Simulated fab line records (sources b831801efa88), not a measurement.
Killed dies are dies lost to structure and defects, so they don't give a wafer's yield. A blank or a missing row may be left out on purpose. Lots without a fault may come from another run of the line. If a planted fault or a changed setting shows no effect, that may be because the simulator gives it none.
fab line records | flow gf180mcu
[record] lots = 6 | wafers = 18 | last_day = 34
route steps=602 shown MIM@523 M5@526
lots that met no fault: taken from a fault-free run of the same line
start_h: start of the lot's first displayed wafer, in hours after the record's first day | wait_h: hours from the lot's prior step to this one | " same as the row above | L1.1+2: several wafers, shown together as one row | - no value, or no start given | * or withheld: withheld | < > ~ a bound
route shown NAME@n: a module of which the file shows steps, and the number in the route of the first | usual: the fault-free wafers' mean and standard deviation | same: alike in all rows | chamber/n: place in a boat | sites: each site's reading | _std_site: their standard deviation | _edge_site: mean of outer sites minus mean of inner sites | radius_mm: how far each site lies from the wafer's centre | mask NAME#n: copy n | behind: the last tool/chamber to shape the wafer | hold: why the lot was held/for how many hours/how that ended | device: whichever transistor did not switch (one of n, p or np) | end of line: the tests these same wafers got at the end of their route | a step with no rows: only its recipe | killed: dies that structure and defects cost at the first sort, which is not the same as the wafer's yield | map: a wafer's dies, marking killed ones x, the rest . and places with no die _
set.NAME: the setting that was run; set.NAME@STEP: the one run at that earlier step | model.NAME: the simulator's own value behind a step, which no gauge read
lots at selected steps of the route; one table per step, one row per wafer
services: the hour from which a tool's chamber was out of use, counted from the record's first day as start_h (under 0 if before that day), plus the number of hours and why
[[steps]]
[step GF_MIM_STRIP_20]
[recipe] chemistry = O2/N2 | power_w = 1400 | pressure_mtorr = 1500 | platen_temp_c = 250 | o2_flow_sccm = 3000 | n2_flow_sccm = 300 | overash_fraction = 0.5
[usual] drypump_motor_current_A = 6.1/0.37 | heater_power_w = 355/40 | o2_flow_sccm = 3001/9.4 | oes_product_au = 0.691/0.0057 | platen_temp_c = 249.99/0.17 | strip_time_to_endpoint_s = 11.22/0.058
lot.wafer | tool            | chamber | start_h | wait_h | drypump_motor_current_A | heater_power_w | o2_flow_sccm | oes_product_au | platen_temp_c | rf_hours_counter_h | strip_time_to_endpoint_s
L154.1    | plasma_asher-04 | 1       | 653.72  | 0.0    | 6.3                     | 323            | 2992         | 0.691          | 250.14        | 106                | 11.23
L154.2    | "               | 0       | "       | "      | 6.1                     | 310            | 2998         | 0.706          | 250.21        | 106                | 11.26
L154.3    | "               | 0       | "       | "      | 6.1                     | 310            | 3003         | 0.701          | 250.43        | -                  | 11.28
L155.2    | plasma_asher-03 | 0       | 665.56  | 0.0    | 5.2                     | 349            | 2992         | 0.683          | 250.10        | 24                 | 11.16
L155.5    | "               | 0       | "       | "      | 5.2                     | 343            | 2991         | 0.694          | 249.96        | -                  | 11.18
L155.6    | "               | 1       | "       | "      | 6.1                     | 321            | 3011         | 0.678          | 250.11        | -                  | 11.18
L157.1    | plasma_asher-04 | 0       | 691.27  | 0.0    | 6.1                     | 313            | 2996         | 0.692          | 250.09        | 110                | 11.16
L157.2    | "               | 1       | "       | "      | 6.2                     | 327            | 2992         | 0.683          | 249.72        | 110                | 11.12
L157.3    | "               | 0       | "       | "      | 6.1                     | 308            | 3003         | 0.692          | 250.15        | -                  | 11.15
L158.1    | plasma_asher-04 | 0       | 694.39  | 0.2    | 6.1                     | 310            | 2982         | 0.696          | 250.02        | 110                | 11.26
L158.2    | "               | 1       | "       | "      | 6.3                     | 329            | 2998         | 0.691          | 249.68        | 110                | 11.25
L158.6    | "               | 1       | "       | "      | 6.2                     | 333            | 3004         | 0.696          | 249.89        | -                  | 11.23
L167.1    | plasma_asher-03 | 0       | 740.16  | 0.0    | 5.2                     | 347            | 2987         | 0.685          | 250.24        | 31                 | 11.17
L167.2    | "               | 1       | "       | "      | 6.1                     | 327            | 3017         | 0.685          | 249.97        | 31                 | 11.19
L167.5    | "               | 0       | "       | "      | 5.2                     | 351            | 2996         | 0.692          | 250.23        | -                  | 11.22
L168.1    | plasma_asher-02 | 1       | 744.90  | 0.0    | 6.5                     | 414            | 3012         | 0.687          | 250.07        | 69                 | 11.20
L168.2    | "               | 0       | "       | "      | 6.0                     | 398            | 3001         | 0.694          | 250.07        | 69                 | 11.20
L168.6    | "               | 1       | "       | "      | 6.5                     | 415            | 2988         | 0.692          | 250.05        | -                  | 11.20
[step GF_MIM_STRIP_21]
[recipe] chemistry = post_etch_residue_remover | time_s = 1200 | temp_c = 72.5
[step GF_MIM_CLEAN_22]
[recipe] chemistry = DIW | dry = n2_spin
[step GF_M5_DEHYDRATE_00]
[recipe] temp_c = 200 | time_s = 60
[step GF_M5_HMDS_01]
[recipe] prime_time_s = 60 | prime_temp_c = 120.4
[step GF_M5_COAT_02]
[recipe] resist = KrF | spin_rpm = withheld | resist_thk_nm = 1000
[step GF_M5_SOFTBAKE_03]
[recipe] temp_c = 130 | time_s = 60 | resist = KrF
[step GF_M5_EXPOSE_04]
[recipe] mask_id = Metal5 | target_cd_nm = 280 | na = 0.68 | source_shape = conventional | sigma_outer = 0.6 | dose_mj = 28
[step GF_M5_PEB_05]
[recipe] peb_temp_c = 135 | peb_time_s = 90 | resist = KrF
[step GF_M5_DEVELOP_06]
[recipe] develop_time_s = 60 | dev_temp_c = 21
[step GF_M5_CD_MEAS_07]
[recipe] target_cd_nm = 280
[usual] cd_nm = 280.1/0.97
lot.wafer | tool      | chamber | start_h | wait_h | cd_nm
L154.1    | cd_sem-01 | -       | 673.60  | 0.1    | 280.9
L154.2    | "         | -       | "       | "      | 279.8
L154.3    | "         | -       | "       | "      | 280.2
L155.2    | cd_sem-02 | -       | 685.32  | 0.1    | 277.4
L155.5    | "         | -       | "       | "      | 279.4
L155.6    | "         | -       | "       | "      | 278.4
L157.1    | cd_sem-02 | -       | 710.40  | 0.1    | 280.4
L157.2    | "         | -       | "       | "      | 281.5
L157.3    | "         | -       | "       | "      | 281.2
L158.1    | cd_sem-01 | -       | 712.40  | 0.1    | 280.2
L158.2    | "         | -       | "       | "      | 280.3
L158.6    | "         | -       | "       | "      | 282.2
L167.1    | cd_sem-02 | -       | 757.13  | 0.1    | 281.3
L167.2    | "         | -       | "       | "      | 280.6
L167.5    | "         | -       | "       | "      | 281.6
L168.1    | cd_sem-02 | -       | 761.86  | 0.2    | 281.5
L168.2    | "         | -       | "       | "      | 280.2
L168.6    | "         | -       | "       | "      | 280.2
[step GF_M5_OVL_MEAS_08]
[usual] M5_OVL = 4/5.4
lot.wafer | tool       | chamber | start_h | wait_h | M5_OVL[nm]
L154.1    | overlay-01 | -       | 673.72  | 0.1    | 1
L154.2    | "          | -       | "       | "      | 0
L154.3    | "          | -       | "       | "      | -2
L155.2    | overlay-02 | -       | 685.43  | 0.1    | 9
L155.5    | "          | -       | "       | "      | 8
L155.6    | "          | -       | "       | "      | 13
L157.1    | overlay-02 | -       | 710.52  | 0.1    | 1
L157.2    | "          | -       | "       | "      | -7
L157.3    | "          | -       | "       | "      | 2
L158.1    | overlay-01 | -       | 712.52  | 0.1    | 10
L158.2    | "          | -       | "       | "      | 2
L158.6    | "          | -       | "       | "      | 6
L167.1    | overlay-01 | -       | 757.25  | 0.1    | -9
L167.2    | "          | -       | "       | "      | 3
L167.5    | "          | -       | "       | "      | 2
L168.1    | overlay-01 | -       | 761.98  | 0.1    | -4
L168.2    | "          | -       | "       | "      | 2
L168.6    | "          | -       | "       | "      | 2
[step GF_M5_ETCH_09]
[recipe] chemistry = CF4/O2 | target = Si3N4 | target_depth_nm = 52 | source_w = 800 | bias_w = 150 | pressure_mtorr = 150 | cf4_flow_sccm = 80 | O2_flow_sccm = 10 | time_s = 11.6
[usual] O2_flow_sccm = 10.00/0.032 | bias_w = 150.0/0.44 | drypump_motor_current_A = 5.7/0.41 | oes_product_au = 0.998/0.011 | throttle_valve_pct = 5.969/0.0097
lot.wafer | tool        | chamber | start_h | wait_h | O2_flow_sccm | bias_w | drypump_motor_current_A | oes_product_au | rf_hours_counter_h | throttle_valve_pct | model.KrF_of_M5_COAT_02.thk_nm
L154.1    | rie_diel-01 | 0       | 673.76  | 0.0    | 10.05        | 150.2  | 6.5                     | 1.004          | 11                 | 5.964              | 948.7
L154.2    | "           | 2       | "       | "      | 9.98         | 149.6  | 5.5                     | 0.990          | 7                  | 5.962              | 946.7
L154.3    | "           | 3       | "       | "      | 10.04        | 149.4  | 5.8                     | 0.992          | 4                  | 5.952              | 950.6
L155.2    | rie_diel-01 | 1       | 685.46  | 0.0    | 9.98         | 150.2  | 5.8                     | 1.001          | 13                 | 5.972              | 948.3
L155.5    | "           | 3       | "       | "      | 10.05        | 150.2  | 5.8                     | 0.987          | -                  | 5.968              | 946.9
L155.6    | "           | 2       | "       | "      | 10.05        | 149.8  | 5.4                     | 0.998          | -                  | 5.961              | 949.5
L157.1    | rie_diel-01 | 2       | 710.56  | 0.0    | -            | -      | -                       | -              | -                  | -                  | 986.2
L157.2    | "           | 0       | "       | "      | -            | -      | -                       | -              | -                  | -                  | 986.6
L157.3    | "           | 3       | "       | "      | -            | -      | -                       | -              | -                  | -                  | 985.6
L158.1    | rie_diel-02 | 1       | 712.56  | 0.0    | -            | -      | -                       | -              | -                  | -                  | 980.2
L158.2    | "           | 2       | "       | "      | -            | -      | -                       | -              | -                  | -                  | 981.7
L158.6    | "           | 3       | "       | "      | -            | -      | -                       | -              | -                  | -                  | 983.5
L167.1    | rie_diel-03 | 2       | 757.29  | 0.0    | 10.06        | 150.3  | 5.3                     | 0.997          | 34                 | 5.956              | 953.8
L167.2    | "           | 3       | "       | "      | 10.02        | 150.2  | 5.7                     | 0.997          | 13                 | 5.963              | 951
L167.5    | "           | 2       | "       | "      | 10.05        | 150.0  | 5.2                     | 0.988          | -                  | 5.965              | 953.7
L168.1    | rie_diel-01 | 0       | 762.01  | 0.0    | 10.00        | 149.9  | 6.5                     | 0.998          | 14                 | 5.970              | 951.8
L168.2    | "           | 3       | "       | "      | 9.96         | 150.1  | 5.8                     | 0.984          | 7                  | 5.956              | 952.8
L168.6    | "           | 1       | "       | "      | 10.06        | 149.6  | 5.8                     | 0.996          | -                  | 5.978              | 950.8
[step GF_M5_METAL_ETCH_10]
[recipe] chemistry = Cl2/BCl3 | mask_material = KrF | target_depth_nm = 627.5 | stop_on = SiO2 | pressure_mtorr = 8 | icp_w = 800 | bias_w = 140 | Cl2_flow_sccm = 80 | bcl3_flow_sccm = 40 | time_s = 104.6
[usual] bcl3_flow_sccm = 40.01/0.12 | bias_w = 140.0/0.37 | drypump_motor_current_A = 5.9/0.4 | oes_product_au = 0.973/0.0067 | throttle_valve_pct = 28.248/0.011
lot.wafer | tool         | chamber | start_h | wait_h | bcl3_flow_sccm | bias_w | drypump_motor_current_A | oes_product_au | rf_hours_counter_h | throttle_valve_pct | model.KrF_of_M5_COAT_02.thk_nm
L154.1    | rie_metal-04 | 0       | 673.78  | 0.0    | 40.05          | 140.1  | 5.2                     | 0.976          | 5                  | 28.233             | 700.3
L154.2    | "            | 1       | "       | "      | 39.88          | 140.0  | 5.7                     | 0.980          | 3                  | 28.223             | 695
L154.3    | "            | 1       | "       | "      | 40.08          | 139.5  | 5.7                     | 0.967          | -                  | 28.245             | 700.4
L155.2    | rie_metal-01 | 0       | 685.48  | 0.0    | 39.90          | 139.8  | 6.0                     | 0.978          | 1                  | 28.239             | 692.7
L155.5    | "            | 0       | "       | "      | 39.94          | 140.0  | 6.1                     | 0.973          | -                  | 28.245             | 688.8
L155.6    | "            | 1       | "       | "      | 39.92          | 140.9  | 6.4                     | 0.964          | -                  | 28.253             | 692.8
L157.1    | rie_metal-03 | 0       | 710.58  | 0.0    | 40.12          | 140.1  | 5.8                     | 0.972          | 0                  | 28.242             | 734.8
L157.2    | "            | 1       | "       | "      | 40.01          | 139.7  | 5.8                     | 0.969          | 9                  | 28.259             | 738.5
L157.3    | "            | 0       | "       | "      | 40.14          | 139.7  | 5.8                     | 0.968          | -                  | 28.249             | 733.9
L158.1    | rie_metal-01 | 0       | 712.58  | 0.0    | 39.97          | 140.1  | 6.1                     | 0.976          | 2                  | 28.258             | 723.6
L158.2    | "            | 1       | "       | "      | 39.94          | 141.0  | 6.4                     | 0.968          | 4                  | 28.255             | 725.6
L158.6    | "            | 0       | "       | "      | 40.15          | 139.3  | 6.1                     | 0.974          | -                  | 28.258             | 728.9
L167.1    | rie_metal-04 | 1       | 757.31  | 0.0    | 40.10          | 139.9  | 5.7                     | 0.970          | 6                  | 28.254             | 705.6
L167.2    | "            | 0       | "       | "      | 40.00          | 140.0  | 5.2                     | 0.975          | 8                  | 28.249             | 702
L167.5    | "            | 1       | "       | "      | 40.12          | 139.4  | 5.8                     | 0.972          | -                  | 28.247             | 705.2
L168.1    | rie_metal-03 | 1       | 762.03  | 0.0    | 39.80          | 140.0  | 5.8                     | 0.980          | 11                 | 28.239             | 703.5
L168.2    | "            | 0       | "       | "      | 40.05          | 139.6  | 5.8                     | 0.966          | 2                  | 28.251             | 703.4
L168.6    | "            | 0       | "       | "      | 39.98          | 139.9  | 5.8                     | 0.974          | -                  | 28.265             | 700.1
[step GF_M5_STRIP_11]
[recipe] chemistry = O2/N2 | power_w = 1400 | pressure_mtorr = 1500 | platen_temp_c = 250 | o2_flow_sccm = 3000 | n2_flow_sccm = 300 | overash_fraction = 0.5
[usual] drypump_motor_current_A = 5.8/0.63 | heater_power_w = 333/19 | o2_flow_sccm = 2999/9.4 | oes_product_au = 0.543/0.0051 | platen_temp_c = 250.00/0.16 | strip_time_to_endpoint_s = 7.52/0.049
lot.wafer | tool            | chamber | start_h | wait_h | drypump_motor_current_A | heater_power_w | o2_flow_sccm | oes_product_au | platen_temp_c | rf_hours_counter_h | strip_time_to_endpoint_s
L154.1    | plasma_asher-03 | 1       | 673.89  | 0.1    | 6.1                     | 327            | 3015         | 0.538          | 249.99        | 24                 | 7.54
L154.2    | "               | 0       | "       | "      | 5.2                     | 351            | 2992         | 0.536          | 250.10        | 24                 | 7.48
L154.3    | "               | 0       | "       | "      | 5.2                     | 354            | 3013         | 0.548          | 250.02        | -                  | 7.54
L155.2    | plasma_asher-03 | 0       | 685.59  | 0.1    | 5.2                     | 345            | 3001         | 0.542          | 249.91        | 26                 | 7.47
L155.5    | "               | 1       | "       | "      | 6.1                     | 327            | 3004         | 0.538          | 250.12        | -                  | 7.43
L155.6    | "               | 0       | "       | "      | 5.1                     | 353            | 2996         | 0.550          | 249.80        | -                  | 7.46
L157.1    | plasma_asher-04 | 1       | 710.69  | 0.1    | 6.2                     | 339            | 3015         | 0.559          | 250.06        | 112                | 7.88
L157.2    | "               | 0       | "       | "      | 6.1                     | 306            | 3014         | 0.556          | 250.45        | 112                | 7.92
L157.3    | "               | 0       | "       | "      | 6.1                     | 318            | 3006         | 0.563          | 249.92        | -                  | 7.86
L158.1    | plasma_asher-03 | 1       | 712.69  | 0.1    | 6.1                     | 320            | 3008         | 0.556          | 249.68        | 28                 | 7.78
L158.2    | "               | 0       | "       | "      | 5.1                     | 350            | 3004         | 0.560          | 249.77        | 28                 | 7.79
L158.6    | "               | 0       | "       | "      | 5.1                     | 357            | 2977         | 0.560          | 249.94        | -                  | 7.81
L167.1    | plasma_asher-03 | 1       | 757.42  | 0.1    | 6.1                     | 322            | 3015         | 0.543          | 250.17        | 33                 | 7.59
L167.2    | "               | 0       | "       | "      | 5.2                     | 352            | 3001         | 0.544          | 249.68        | 33                 | 7.56
L167.5    | "               | 0       | "       | "      | 5.2                     | 346            | 3002         | 0.540          | 249.73        | -                  | 7.59
L168.1    | plasma_asher-01 | 1       | 762.15  | 0.1    | 6.7                     | 365            | 2987         | 0.556          | 250.03        | 94                 | 7.56
L168.2    | "               | 0       | "       | "      | 4.7                     | 308            | 3000         | 0.545          | 249.83        | 94                 | 7.56
L168.6    | "               | 1       | "       | "      | 6.7                     | 371            | 2987         | 0.544          | 249.89        | -                  | 7.55
[step GF_M5_STRIP_12]
[recipe] chemistry = post_etch_residue_remover | time_s = 1200 | temp_c = 72.5
[[services]]
tool            | chamber | start_h | hours | kind
rie_metal-01    | 0       | 631.62  | -     | clean
rie_metal-01    | 0       | 631.62  | 29.7  | scheduled_down
rie_metal-01    | 0       | 631.62  | 29.7  | vent_cycle
rie_diel-02     | 3       | 647.45  | 5.6   | repair
rie_diel-02     | -       | 651.43  | 2.8   | pm
rie_metal-03    | 0       | 659.05  | 3.8   | repair
rie_metal-03    | 0       | 662.81  | -     | clean
rie_diel-01     | 3       | 675.41  | 4.0   | repair
rie_metal-04    | 1       | 676.95  | 3.4   | repair
rie_diel-02     | 3       | 677.64  | 9.9   | repair
rie_diel-03     | -       | 688.75  | 0.8   | repair
rie_diel-01     | 3       | 699.49  | 6.5   | repair
rie_diel-01     | 0       | 707.99  | 2.4   | repair
rie_diel-03     | 2       | 714.30  | 5.3   | repair
rie_diel-01     | 0       | 716.04  | 1.5   | repair
plasma_asher-01 | -       | 719.71  | 2.8   | repair
rie_metal-03    | -       | 720.32  | 2.8   | pm
plasma_asher-04 | -       | 733.75  | 9.0   | pm
plasma_asher-04 | 0       | 733.75  | 9.0   | vent_cycle
plasma_asher-04 | 1       | 733.75  | 9.0   | vent_cycle
rie_diel-02     | 0       | 735.66  | 2.5   | repair
plasma_asher-04 | 0       | 742.75  | -     | clean
plasma_asher-04 | 1       | 742.75  | -     | clean
plasma_asher-01 | -       | 755.81  | 1.7   | repair
[[key]]
[first_sign] step = GF_M5_ETCH_09 | reading = tool_record | direction = missing
[effect] step = GF_M5_STRIP_11 | reading = strip_time_to_endpoint_s | direction = up | sigmas = 6.6 | usual = * | struck = *
[model_effect] step = GF_M5_ETCH_09 | value = KrF_of_M5_COAT_02.thk_nm | without = 949.4 | struck = 984
[model_effect] step = GF_M5_METAL_ETCH_10 | value = KrF_of_M5_COAT_02.thk_nm | without = 696.3 | struck = 730.9
met_at GF_M5_ETCH_09
struck_wafers L157.1,L157.2,L157.3,L158.1,L158.2,L158.6
later_rows_left_out L157.1,L157.2,L157.3,L158.1,L158.2,L158.6
sort_left_out L157.1,L157.2,L157.3,L158.1,L158.2,L158.6
tester_left_out L158
onset_between 685.46 710.56
[earlier_fault] kind = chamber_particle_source | tool = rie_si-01 | chamber = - | onset_h = 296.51 | steps = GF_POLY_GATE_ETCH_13 | rate_per_visit_cm2 = 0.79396 | end_h = 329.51
[fault] kind = skipped_step_whole | tool = rie_diel-01,rie_diel-02 | chamber = - | onset_h = 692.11 | steps = GF_M5_ETCH_09 | scope = struck_lots_only
// tester_left_out: of these lots the tester's yield and bins aren't shown, on N5 and GAA mostly nor the transistor test; their killed dies are dies lost to structure and defects alone, not to doping, threshold or leakage, so they don't give the yield
// sort_left_out: the simulated sort isn't trusted on such a fault, so these wafers' sort isn't shown, and their yield isn't known
// later_rows_left_out: the simulator's readings of these wafers behind a module that went badly wrong aren't trusted and aren't shown, but for the sort
